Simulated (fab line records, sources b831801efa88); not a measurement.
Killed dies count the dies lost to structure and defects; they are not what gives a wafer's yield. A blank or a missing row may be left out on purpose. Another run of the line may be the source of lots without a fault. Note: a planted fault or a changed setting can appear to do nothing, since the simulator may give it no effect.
fab line records + flow sfq_line
record
- lots=14
- wafers=42
- last_day=80
route steps=325 shown M0@38 M1@71 I2@103 I4@164
lots that met no fault: from a run of the same line without faults
start_h: the number of hours between the record's first day and the start of the first shown wafer of the lot + wait_h: hours from the lot's prior step to this one + " same as the row above + L1.1+2: a row that stands for several wafers + - no value, or no start given + * or withheld: withheld + < > ~ a bound
route shown NAME@n: a module of which the file shows steps, and the number in the route of the first + usual: average and standard deviation across the fault-free wafers + same: alike in all rows + chamber/n: place in a boat + sites: per-site readings + _std_site: how widely they spread, as a standard deviation + _edge_site: mean of outer sites minus mean of inner sites + radius_mm: for every site, how far away it sits from the centre of the wafer + mask NAME#n: copy n + behind: the last tool/chamber to shape the wafer + hold: why the lot was held/for how many hours/how that ended + device: transistor that didn't switch, given as n, p or np + end of line: the tests these same wafers got at the end of their route + step lacking rows: just its recipe + killed: count of dies lost to structure and defects at first sort (not the wafer's yield) + map: shows each die of a wafer: x if killed, . if not, _ if none is there
set.NAME: setting as actually run; set.NAME@STEP: the setting as run at that earlier step + model.NAME: the simulator's own value behind a step, which no gauge read
steps of the route over a sample of lots; a table a step, a row a wafer
services: from which hour (start_h, from the record's first day; less than 0 if before it) a tool's chamber was out of use, for how many hours, and why
## steps
# step SFQ_M0_OVL_MEAS_906
# usual
- M0_OVL=2/4.5
| lot.wafer | tool       | chamber | start_h | wait_h | M0_OVL[nm] |
|-----------|------------|---------|---------|--------|------------|
| L136.1    | overlay-01 | -       | 169.55  | 0.1    | 4          |
| L136.5    | "          | -       | "       | "      | 3          |
| L136.6    | "          | -       | "       | "      | -5         |
| L137.2    | overlay-02 | -       | 173.15  | 0.1    | 4          |
| L137.3    | "          | -       | "       | "      | 0          |
| L137.4    | "          | -       | "       | "      | 4          |
| L138.1    | overlay-01 | -       | 179.15  | 0.1    | 3          |
| L138.2    | "          | -       | "       | "      | 10         |
| L138.5    | "          | -       | "       | "      | 1          |
| L139.4    | overlay-02 | -       | 189.97  | 0.1    | -2         |
| L139.5    | "          | -       | "       | "      | -6         |
| L139.6    | "          | -       | "       | "      | -3         |
| L140.3    | overlay-02 | -       | 195.96  | 0.1    | 5          |
| L140.4    | "          | -       | "       | "      | -2         |
| L140.6    | "          | -       | "       | "      | -1         |
| L141.1    | overlay-01 | -       | 201.95  | 0.1    | -1         |
| L141.2    | "          | -       | "       | "      | -4         |
| L141.4    | "          | -       | "       | "      | 2          |
| L150.2    | overlay-02 | -       | 256.05  | 0.1    | 3          |
| L150.4    | "          | -       | "       | "      | 2          |
| L150.6    | "          | -       | "       | "      | 3          |
| L151.1    | overlay-02 | -       | 266.85  | 0.1    | -2         |
| L151.2    | "          | -       | "       | "      | -11        |
| L151.5    | "          | -       | "       | "      | -1         |
| L152.3    | overlay-01 | -       | 279.86  | 0.1    | 1          |
| L152.5    | "          | -       | "       | "      | 3          |
| L152.6    | "          | -       | "       | "      | 4          |
| L154.2    | overlay-01 | -       | 288.25  | 0.1    | -1         |
| L154.3    | "          | -       | "       | "      | 2          |
| L154.5    | "          | -       | "       | "      | 1          |
| L155.2    | overlay-01 | -       | 299.05  | 0.1    | 7          |
| L155.4    | "          | -       | "       | "      | 6          |
| L155.5    | "          | -       | "       | "      | -2         |
| L156.1    | overlay-02 | -       | 308.65  | 0.1    | 0          |
| L156.2    | "          | -       | "       | "      | -2         |
| L156.6    | "          | -       | "       | "      | -1         |
| L157.2    | overlay-01 | -       | 312.25  | 0.1    | -2         |
| L157.4    | "          | -       | "       | "      | -10        |
| L157.6    | "          | -       | "       | "      | -1         |
| L158.1    | overlay-02 | -       | 317.05  | 0.1    | 1          |
| L158.3    | "          | -       | "       | "      | 5          |
| L158.5    | "          | -       | "       | "      | 0          |
# step SFQ_TRILAYER_M1_STRIP_STRIP_043
# recipe
- gas=O2
- power_w=200
- platen_temp_c=40
- overash_fraction=0.65
- chemistry=O2
- pressure_mtorr=50
# usual
- drypump_motor_current_A=5.16/0.19
- he_backside_leak_sccm=3.5/0.38
- oes_product_au=1.006/0.011
| lot.wafer | tool         | chamber | start_h | wait_h | drypump_motor_current_A | he_backside_leak_sccm | oes_product_au | rf_hours_counter_h |
|-----------|--------------|---------|---------|--------|-------------------------|-----------------------|----------------|--------------------|
| L136.1    | rie_metal-03 | 1       | 283.48  | 0.1    | 5.41                    | 3.6                   | 1.004          | 129                |
| L136.5    | "            | 0       | "       | "      | 5.29                    | 3.8                   | 1.007          | -                  |
| L136.6    | "            | 1       | "       | "      | 5.40                    | 3.5                   | 1.002          | -                  |
| L137.2    | rie_metal-04 | 0       | 287.47  | 0.4    | 5.06                    | 3.3                   | 1.009          | -                  |
| L137.3    | "            | 0       | "       | "      | 5.05                    | 3.4                   | 1.011          | -                  |
| L137.4    | "            | 0       | "       | "      | 5.06                    | 3.4                   | 1.006          | -                  |
| L138.1    | rie_metal-04 | 0       | 295.22  | 0.2    | 5.05                    | 3.3                   | 1.010          | 156                |
| L138.2    | "            | 0       | "       | "      | 5.06                    | 3.2                   | 1.004          | -                  |
| L138.5    | "            | 0       | "       | "      | 5.05                    | 3.2                   | 1.004          | -                  |
| L139.4    | rie_metal-03 | 1       | 306.03  | 0.2    | 5.42                    | 3.5                   | 1.012          | -                  |
| L139.5    | "            | 0       | "       | "      | 5.31                    | 3.5                   | 1.009          | -                  |
| L139.6    | "            | 1       | "       | "      | 5.40                    | 4.1                   | 1.005          | -                  |
| L140.3    | rie_metal-04 | 1       | 314.43  | 0.2    | 4.85                    | 3.3                   | 1.001          | -                  |
| L140.4    | "            | 0       | "       | "      | 5.06                    | 3.3                   | 1.004          | -                  |
| L140.6    | "            | 0       | "       | "      | 5.05                    | 3.2                   | 1.008          | -                  |
| L141.1    | rie_metal-01 | 1       | 322.63  | 0.1    | 5.14                    | 3.5                   | 1.030          | 3                  |
| L141.2    | "            | 0       | "       | "      | 5.06                    | 3.2                   | 0.997          | 37                 |
| L141.4    | "            | 0       | "       | "      | 5.06                    | 3.4                   | 1.004          | -                  |
| L150.2    | rie_metal-03 | 1       | 391.46  | 0.1    | 5.42                    | 3.5                   | 1.006          | 150                |
| L150.4    | "            | 1       | "       | "      | 5.41                    | 3.6                   | 1.005          | -                  |
| L150.6    | "            | 0       | "       | "      | 5.30                    | 3.6                   | 0.994          | -                  |
| L151.1    | rie_metal-04 | 1       | 393.87  | 0.1    | 4.86                    | 3.6                   | 0.995          | 18                 |
| L151.2    | "            | 0       | "       | "      | 5.05                    | 3.5                   | 1.000          | 176                |
| L151.5    | "            | 1       | "       | "      | 4.88                    | 3.5                   | 0.996          | -                  |
| L152.3    | rie_metal-04 | 1       | 403.67  | 0.2    | 4.86                    | 3.5                   | 0.996          | -                  |
| L152.5    | "            | 1       | "       | "      | 4.83                    | 3.3                   | 0.999          | -                  |
| L152.6    | "            | 0       | "       | "      | 5.06                    | 3.4                   | 0.993          | -                  |
| L154.2    | rie_metal-03 | 0       | 422.56  | 0.1    | 5.32                    | 3.6                   | 0.990          | 157                |
| L154.3    | "            | 0       | "       | "      | 5.31                    | 3.6                   | 0.990          | -                  |
| L154.5    | "            | 0       | "       | "      | 5.31                    | 3.6                   | 0.994          | -                  |
| L155.2    | rie_metal-03 | 1       | 433.57  | 0.1    | 5.41                    | 3.5                   | 1.006          | 159                |
| L155.4    | "            | 0       | "       | "      | 5.32                    | 3.6                   | 1.001          | -                  |
| L155.5    | "            | 1       | "       | "      | 5.40                    | 3.5                   | 1.011          | -                  |
| L156.1    | rie_metal-01 | 0       | 448.96  | 0.1    | 5.08                    | 3.2                   | 1.003          | 52                 |
| L156.2    | "            | 1       | "       | "      | 5.15                    | 3.4                   | 1.031          | 24                 |
| L156.6    | "            | 0       | "       | "      | 5.07                    | 3.1                   | 1.002          | -                  |
| L157.2    | rie_metal-01 | 0       | 451.36  | 0.1    | 5.07                    | 3.7                   | 0.999          | 53                 |
| L157.4    | "            | 0       | "       | "      | 5.06                    | 3.6                   | 1.004          | -                  |
| L157.6    | "            | 1       | "       | "      | 5.16                    | 3.4                   | 1.027          | -                  |
| L158.1    | rie_metal-03 | 0       | 454.96  | 0.1    | 5.31                    | 3.6                   | 1.003          | 163                |
| L158.3    | "            | 1       | "       | "      | 5.43                    | 3.7                   | 1.012          | -                  |
| L158.5    | "            | 1       | "       | "      | 5.42                    | 3.7                   | 1.011          | -                  |
# step SFQ_TRILAYER_I2_DEP_PECVD_063
# recipe
- material=SiO2
- temp_c=150
- time_s=111.11
- pressure_torr=2.4
- rf_w=183.3
- precursor=SiH4/N2O
- target_thk_nm=500
# usual
- heater_power_w=75/12
- throttle_valve_pct=24.6/1.8
| lot.wafer | tool     | chamber | start_h | wait_h | heater_power_w | since_wet_clean_h | throttle_valve_pct |
|-----------|----------|---------|---------|--------|----------------|-------------------|--------------------|
| L136.1    | pecvd-01 | 0       | 411.43  | 0.0    | 82             | 203               | 23.6               |
| L136.5    | "        | 0       | "       | "      | 82             | -                 | 23.5               |
| L136.6    | "        | 1       | "       | "      | 68             | -                 | 22.7               |
| L137.2    | pecvd-03 | 0       | 419.32  | 0.0    | 97             | 581               | 23.5               |
| L137.3    | "        | 2       | "       | "      | 102            | 581               | 25.1               |
| L137.4    | "        | 2       | "       | "      | 102            | -                 | 24.9               |
| L138.1    | pecvd-02 | 2       | 431.32  | 0.0    | 65             | 1346              | 24.1               |
| L138.2    | "        | 1       | "       | "      | 60             | 1346              | 25.1               |
| L138.5    | "        | 2       | "       | "      | 68             | -                 | 24.1               |
| L139.4    | pecvd-02 | 1       | 444.97  | 0.0    | 63             | -                 | 25.3               |
| L139.5    | "        | 0       | "       | "      | 86             | -                 | 28.6               |
| L139.6    | "        | 2       | "       | "      | 71             | -                 | 24.1               |
| L140.3    | pecvd-01 | 1       | 454.71  | 0.0    | 63             | 246               | 22.9               |
| L140.4    | "        | 2       | "       | "      | 85             | -                 | 23.3               |
| L140.6    | "        | 0       | "       | "      | 83             | -                 | 23.7               |
| L141.1    | pecvd-02 | 2       | 460.26  | 0.0    | 62             | 1375              | 24.0               |
| L141.2    | "        | 1       | "       | "      | 56             | 1375              | 25.0               |
| L141.4    | "        | 0       | "       | "      | 86             | -                 | 28.6               |
| L150.2    | pecvd-02 | 0       | 531.62  | 0.0    | 81             | 1446              | 28.4               |
| L150.4    | "        | 0       | "       | "      | 81             | -                 | 28.5               |
| L150.6    | "        | 2       | "       | "      | 69             | -                 | 24.0               |
| L151.1    | pecvd-01 | 1       | 534.02  | 0.0    | 61             | 326               | 22.8               |
| L151.2    | "        | 2       | "       | "      | 85             | 326               | 23.6               |
| L151.5    | "        | 1       | "       | "      | 63             | -                 | 22.6               |
| L152.3    | pecvd-02 | 2       | 547.99  | 0.0    | 70             | 1462              | 24.1               |
| L152.5    | "        | 1       | "       | "      | 62             | -                 | 25.1               |
| L152.6    | "        | 0       | "       | "      | 84             | -                 | 28.4               |
| L154.2    | pecvd-03 | 1       | 562.98  | 0.0    | 74             | 724               | 25.5               |
| L154.3    | "        | 2       | "       | "      | 102            | 724               | 25.3               |
| L154.5    | "        | 1       | "       | "      | 75             | -                 | 25.6               |
| L155.2    | pecvd-01 | 1       | 572.42  | 0.0    | 63             | 364               | 22.8               |
| L155.4    | "        | 2       | "       | "      | 84             | -                 | 23.8               |
| L155.5    | "        | 1       | "       | "      | 66             | -                 | 22.9               |
| L156.1    | pecvd-03 | 1       | 582.01  | 0.0    | 78             | 743               | 25.4               |
| L156.2    | "        | 0       | "       | "      | 94             | 743               | 23.5               |
| L156.6    | "        | 1       | "       | "      | 80             | -                 | 25.7               |
| L157.2    | pecvd-02 | 2       | 589.01  | 0.0    | 62             | 11                | 23.5               |
| L157.4    | "        | 2       | "       | "      | 66             | -                 | 23.3               |
| L157.6    | "        | 1       | "       | "      | 52             | -                 | 22.7               |
| L158.1    | pecvd-02 | 1       | 597.52  | 0.0    | 64             | 20                | 22.6               |
| L158.3    | "        | 0       | "       | "      | 90             | 20                | 23.0               |
| L158.5    | "        | 1       | "       | "      | 51             | -                 | 22.5               |
# step SFQ_TRILAYER_I4_CMP_CMP_100
# recipe
- material=SiO2
- down_force_psi=3
- platen_rpm=60
- pad_velocity_m_s=0.94248
# usual
- motor_current_A=10.1/0.57
- time_to_endpoint_s=214/11
| lot.wafer | tool   | chamber | start_h | wait_h | motor_current_A | time_to_endpoint_s |
|-----------|--------|---------|---------|--------|-----------------|--------------------|
| L136.1    | cmp-01 | 1       | 881.88  | 59.5   | 10.6            | 213                |
| L136.6    | "      | 3       | 882.88  | 60.4   | 11.1            | 224                |
| L136.5    | "      | 0       | "       | "      | 9.9             | 234                |
| L137.2    | cmp-01 | 1       | 889.88  | 57.1   | 10.7            | 194                |
| L137.3    | "      | 3       | 890.88  | 58.1   | 10.7            | 203                |
| L137.4    | "      | 0       | "       | "      | 9.7             | 208                |
| L138.1    | cmp-01 | 3       | 904.39  | 57.8   | 11.0            | 216                |
| L138.2    | "      | 2       | 905.89  | 59.3   | 10.2            | 220                |
| L138.5    | "      | 0       | 906.89  | 60.3   | 9.7             | 242                |
| L139.4    | cmp-01 | 2       | 916.39  | 58.7   | 10.4            | 213                |
| L139.5    | "      | 2       | 918.39  | 60.7   | 10.3            | 203                |
| L139.6    | "      | 3       | "       | "      | 11.0            | 224                |
| L140.3    | cmp-01 | 0       | 923.39  | 62.1   | 10.5            | 209                |
| L140.4    | "      | 2       | 924.39  | 63.1   | 10.6            | 202                |
| L140.6    | "      | 1       | 925.89  | 64.6   | 10.4            | 192                |
| L141.4    | cmp-01 | 2       | 932.39  | 62.6   | 10.2            | 211                |
| L141.2    | "      | 3       | "       | "      | 11.2            | 214                |
| L141.1    | "      | 1       | 933.89  | 64.1   | 10.5            | 192                |
| L150.2    | cmp-02 | 1       | 985.70  | 66.8   | 9.7             | 205                |
| L150.4    | "      | 3       | 986.70  | 67.8   | 9.6             | 204                |
| L150.6    | "      | 2       | 988.20  | 69.3   | 9.3             | 198                |
| L151.1    | cmp-02 | 0       | 991.70  | 67.0   | 9.9             | 217                |
| L151.2    | "      | 3       | 993.20  | 68.5   | 9.9             | 204                |
| L151.5    | "      | 0       | "       | "      | 10.0            | 230                |
| L152.3    | cmp-01 | 0       | 1003.09 | 72.4   | 9.7             | 217                |
| L152.6    | "      | 1       | "       | "      | 10.5            | 208                |
| L152.5    | "      | 2       | "       | "      | 10.7            | 202                |
| L154.2    | cmp-01 | 0       | 1019.59 | 70.8   | 9.3             | 216                |
| L154.3    | "      | 2       | 1020.59 | 71.8   | 10.7            | 210                |
| L154.5    | "      | 0       | 1021.59 | 72.7   | 10.2            | 229                |
| L155.2    | cmp-02 | 3       | 1025.20 | 71.6   | 9.9             | 206                |
| L155.4    | "      | 1       | 1026.20 | 72.6   | 10.0            | 230                |
| L155.5    | "      | 2       | "       | "      | 9.2             | 217                |
| L156.2    | cmp-02 | 3       | 1027.70 | 71.7   | 9.7             | 203                |
| L156.1    | "      | 0       | "       | "      | 9.4             | 224                |
| L156.6    | "      | 3       | 1029.70 | 73.7   | 10.5            | 221                |
| L157.4    | cmp-01 | 3       | 1032.09 | 72.5   | 11.2            | 227                |
| L157.2    | "      | 1       | 1033.09 | 73.5   | 10.4            | 193                |
| L157.6    | "      | 2       | "       | "      | 9.9             | 220                |
| L158.1    | cmp-01 | 0       | 1037.59 | 71.3   | 9.8             | 230                |
| L158.3    | "      | 1       | "       | "      | 10.7            | 200                |
| L158.5    | "      | 0       | 1039.59 | 73.2   | 9.5             | 234                |
# step SFQ_TRILAYER_I4_METRO_MEASURE_101
# usual
- thk_nm=200.1/1.5
| lot.wafer | tool          | chamber | start_h | wait_h | thk_nm |
|-----------|---------------|---------|---------|--------|--------|
| L136.1    | film_metro-02 | -       | 884.00  | 0.1    | 199.2  |
| L136.5    | "             | -       | "       | "      | 202.3  |
| L136.6    | "             | -       | "       | "      | 199.8  |
| L137.2    | film_metro-01 | -       | 893.20  | 0.3    | 199.5  |
| L137.3    | "             | -       | "       | "      | 201.8  |
| L137.4    | "             | -       | "       | "      | 202.1  |
| L138.1    | film_metro-01 | -       | 907.51  | 0.1    | 201.6  |
| L138.2    | "             | -       | "       | "      | 201.4  |
| L138.5    | "             | -       | "       | "      | 202.1  |
| L139.4    | film_metro-01 | -       | 920.11  | 0.6    | 200.1  |
| L139.5    | "             | -       | "       | "      | 199.9  |
| L139.6    | "             | -       | "       | "      | 199.6  |
| L140.3    | film_metro-01 | -       | 926.91  | 0.5    | 222.9  |
| L140.4    | "             | -       | "       | "      | 219.7  |
| L140.6    | "             | -       | "       | "      | 217.0  |
| L141.1    | film_metro-03 | -       | 935.51  | 0.1    | 219.0  |
| L141.2    | "             | -       | "       | "      | 221.6  |
| L141.4    | "             | -       | "       | "      | 221.8  |
| L150.2    | film_metro-01 | -       | 989.02  | 0.3    | 201.1  |
| L150.4    | "             | -       | "       | "      | 199.3  |
| L150.6    | "             | -       | "       | "      | 198.4  |
| L151.1    | film_metro-02 | -       | 994.82  | 0.1    | 200.8  |
| L151.2    | "             | -       | "       | "      | 198.9  |
| L151.5    | "             | -       | "       | "      | 200.9  |
| L152.3    | film_metro-02 | -       | 1005.11 | 0.5    | 202.5  |
| L152.5    | "             | -       | "       | "      | 201.2  |
| L152.6    | "             | -       | "       | "      | 198.6  |
| L154.2    | film_metro-03 | -       | 1022.91 | 0.3    | 202.5  |
| L154.3    | "             | -       | "       | "      | 200.8  |
| L154.5    | "             | -       | "       | "      | 201.2  |
| L155.2    | film_metro-02 | -       | 1028.02 | 0.3    | 198.6  |
| L155.4    | "             | -       | "       | "      | 202.1  |
| L155.5    | "             | -       | "       | "      | 201.0  |
| L156.1    | film_metro-03 | -       | 1030.82 | 0.1    | 201.9  |
| L156.2    | "             | -       | "       | "      | 199.9  |
| L156.6    | "             | -       | "       | "      | 199.6  |
| L157.2    | film_metro-01 | -       | 1034.91 | 0.3    | 198.2  |
| L157.4    | "             | -       | "       | "      | 201.1  |
| L157.6    | "             | -       | "       | "      | 201.6  |
| L158.1    | film_metro-03 | -       | 1040.71 | 0.1    | 201.1  |
| L158.3    | "             | -       | "       | "      | 197.7  |
| L158.5    | "             | -       | "       | "      | 201.9  |
# step SFQ_TRILAYER_I4_VIA_ETCH_VIA_ETCH_106
# recipe
- target=SiO2
- stop_on=Nb
- mask_material=PR
- taper_deg=20
- chemistry=CHF3
- target_depth_nm=260
- source_w=500
- bias_w=80
- pressure_mtorr=30
- time_s=withheld
# usual
- drypump_motor_current_A=5.6/0.38
- oes_product_au=0.854/0.0054
| lot.wafer | tool        | chamber | start_h | wait_h | drypump_motor_current_A | oes_product_au |
|-----------|-------------|---------|---------|--------|-------------------------|----------------|
| L136.1    | rie_diel-03 | 3       | 966.40  | 0.0    | 5.9                     | 0.853          |
| L136.5    | "           | 3       | "       | "      | 5.8                     | 0.855          |
| L136.6    | "           | 0       | "       | "      | 4.8                     | 0.855          |
| L137.2    | rie_diel-03 | 1       | 981.57  | 0.0    | 5.4                     | 0.854          |
| L137.3    | "           | 0       | "       | "      | 4.8                     | 0.859          |
| L137.4    | "           | 3       | "       | "      | 5.9                     | 0.859          |
| L138.1    | rie_diel-02 | 0       | 998.37  | 0.0    | 6.0                     | 0.853          |
| L138.2    | "           | 2       | "       | "      | 5.8                     | 0.854          |
| L138.5    | "           | 0       | "       | "      | 6.0                     | 0.866          |
| L139.4    | rie_diel-01 | 1       | 1015.20 | 0.1    | 5.8                     | 0.858          |
| L139.5    | "           | 0       | "       | "      | 5.6                     | 0.850          |
| L139.6    | "           | 3       | "       | "      | 6.2                     | 0.859          |
| L140.3    | rie_diel-03 | 1       | 1017.54 | 0.0    | 5.4                     | 0.897          |
| L140.4    | "           | 0       | "       | "      | 4.8                     | 0.894          |
| L140.6    | "           | 2       | "       | "      | 5.7                     | 0.892          |
| L141.1    | rie_diel-02 | 3       | 1027.14 | 0.0    | 5.8                     | 0.899          |
| L141.2    | "           | 0       | "       | "      | 6.1                     | 0.911          |
| L141.4    | "           | 2       | "       | "      | 5.8                     | 0.904          |
| L150.2    | rie_diel-02 | 2       | 1085.94 | 0.0    | 5.8                     | 0.860          |
| L150.4    | "           | 0       | "       | "      | 6.1                     | 0.845          |
| L150.6    | "           | 0       | "       | "      | 6.1                     | 0.856          |
| L151.1    | rie_diel-01 | 2       | 1092.10 | 0.0    | 5.8                     | 0.853          |
| L151.2    | "           | 1       | "       | "      | 5.8                     | 0.849          |
| L151.5    | "           | 2       | "       | "      | 5.8                     | 0.870          |
| L152.3    | rie_diel-03 | 3       | 1104.10 | 0.0    | 5.8                     | 0.861          |
| L152.5    | "           | 0       | "       | "      | 4.8                     | 0.860          |
| L152.6    | "           | 3       | "       | "      | 5.8                     | 0.851          |
| L154.2    | rie_diel-02 | 2       | 1139.40 | 0.0    | 5.8                     | 0.860          |
| L154.3    | "           | 3       | "       | "      | 5.8                     | 0.849          |
| L154.5    | "           | 3       | "       | "      | 5.8                     | 0.863          |
| L155.2    | rie_diel-03 | 2       | 1145.40 | 0.0    | 5.7                     | 0.849          |
| L155.4    | "           | 3       | "       | "      | 5.8                     | 0.858          |
| L155.5    | "           | 0       | "       | "      | 4.8                     | 0.860          |
| L156.1    | rie_diel-02 | 0       | 1152.60 | 0.0    | 6.1                     | 0.859          |
| L156.2    | "           | 1       | "       | "      | 5.4                     | 0.850          |
| L156.6    | "           | 0       | "       | "      | 6.1                     | 0.850          |
| L157.2    | rie_diel-01 | 1       | 1156.20 | 0.0    | 5.8                     | 0.848          |
| L157.4    | "           | 0       | "       | "      | 5.5                     | 0.865          |
| L157.6    | "           | 1       | "       | "      | 5.8                     | 0.865          |
| L158.1    | rie_diel-03 | 2       | 1162.20 | 0.0    | 5.7                     | 0.855          |
| L158.3    | "           | 0       | "       | "      | 4.8                     | 0.844          |
| L158.5    | "           | 3       | "       | "      | 5.9                     | 0.861          |
## services
| tool     | chamber | start_h | hours | kind   |
|----------|---------|---------|-------|--------|
| cmp-01   | -       | 298.48  | 3.0   | repair |
| cmp-01   | -       | 342.23  | 2.8   | repair |
| cmp-01   | -       | 363.94  | 1.9   | repair |
| pecvd-02 | -       | 399.43  | 2.8   | repair |
| cmp-01   | -       | 425.03  | 16.2  | pm     |
| cmp-01   | -       | 457.92  | 1.1   | repair |
| cmp-01   | -       | 482.26  | 0.5   | repair |
| cmp-01   | -       | 512.73  | 1.3   | repair |
| cmp-01   | -       | 512.75  | 1.1   | repair |
| pecvd-02 | -       | 563.75  | 14.0  | pm     |
| cmp-01   | -       | 575.84  | 0.3   | repair |
| cmp-01   | -       | 577.02  | 4.0   | pm     |
| pecvd-02 | -       | 584.92  | 1.8   | repair |
| cmp-01   | -       | 614.02  | 6.5   | pm     |
| cmp-01   | -       | 644.86  | 6.1   | repair |
| cmp-01   | -       | 671.92  | 4.4   | pm     |
| cmp-01   | -       | 748.18  | 4.4   | repair |
| cmp-01   | -       | 781.88  | 7.3   | repair |
| cmp-01   | -       | 854.15  | 2.7   | repair |
| cmp-01   | -       | 919.39  | 4.0   | pm     |
| cmp-01   | -       | 983.39  | 6.2   | pm     |
| cmp-01   | -       | 1081.70 | 0.5   | repair |
| cmp-01   | -       | 1158.81 | 3.3   | repair |
| cmp-01   | -       | 1161.98 | 0.8   | repair |
## key
first_sign
- step=SFQ_TRILAYER_I4_METRO_MEASURE_101
- reading=thk_nm
- direction=up
- sigmas=14
- usual=200.1
- struck=220.3
effect
- step=SFQ_TRILAYER_I4_VIA_ETCH_VIA_ETCH_106
- reading=oes_product_au
- direction=up
- sigmas=8.3
- usual=0.854
- struck=0.899
met_at SFQ_TRILAYER_I4_CMP_CMP_100
struck_lots L140,L141
not_acting_at SFQ_M0_OVL_MEAS_906,SFQ_TRILAYER_M1_STRIP_STRIP_043,SFQ_TRILAYER_I2_DEP_PECVD_063
onset_between 916.39 923.39
fault
- kind=process_parameter_drift
- tool=cmp-01
- chamber=-
- onset_h=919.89
- steps=SFQ_TRILAYER_I4_CMP_CMP_100
- channel=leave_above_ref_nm
- offset=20
- shape=step
- end_h=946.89
- acts_in=these_recipes_only
- stated=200
